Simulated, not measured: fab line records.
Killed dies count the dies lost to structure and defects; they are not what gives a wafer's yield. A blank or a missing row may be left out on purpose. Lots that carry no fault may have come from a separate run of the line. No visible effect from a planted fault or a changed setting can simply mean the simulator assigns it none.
Chamber matching :: flow gf180mcu :: pecvd-04 running GF_MIM_CVD_05: 3 sister chambers
The step deposits Si3N4, target thk 42 nm, time 29.086 s. 3 wafers are shown with their chamber, then 7 later ones without.

## WAFERS, EACH WITH ITS CHAMBER
wafer: L550.2
chamber: 1
heater power w (W): 729

wafer: L558.1
chamber: 0
heater power w (W): 540

wafer: L558.3
chamber: 2
heater power w (W): 664

## WAFERS WITH NO CHAMBER GIVEN
wafer: L558.6
heater power w (W): 705

wafer: L560.1
heater power w (W): 785

wafer: L560.3
heater power w (W): 441

wafer: L560.4
heater power w (W): 441

wafer: L561.1
heater power w (W): 715

wafer: L561.2
heater power w (W): 506

wafer: L561.4
heater power w (W): 499

## WHICH CHAMBER EACH WENT THROUGH
wafer: L558.6
from the rows above: can't be placed: 1 or 2
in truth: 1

wafer: L560.1
from the rows above: can't be placed: 1 or 2
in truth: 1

wafer: L560.3
from the rows above: 0
in truth: 0

wafer: L560.4
from the rows above: 0
in truth: 0

wafer: L561.1
from the rows above: can't be placed: 1 or 2
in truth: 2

wafer: L561.2
from the rows above: 0
in truth: 0

wafer: L561.4
from the rows above: 0
in truth: 0
Correct placement for 4 of the 7. From these rows, 3 cannot be placed; in 3 the true chamber is one of the candidates. Placed wrongly: 0.
How it was worked out, from the rows above alone: a wafer's distance from a chamber is the root of the sum, over the readings, of the square of ((its reading less the chamber's mean) divided by the reading's scatter). If the next closest chamber is less than 2 further off than the closest, the wafer can't be placed; otherwise it belongs to the closest. A chamber's mean is the mean of its shown wafers. The scatter: with one shown wafer a chamber, the root of the mean of the squares of how far each hidden wafer lies from its nearest shown one.
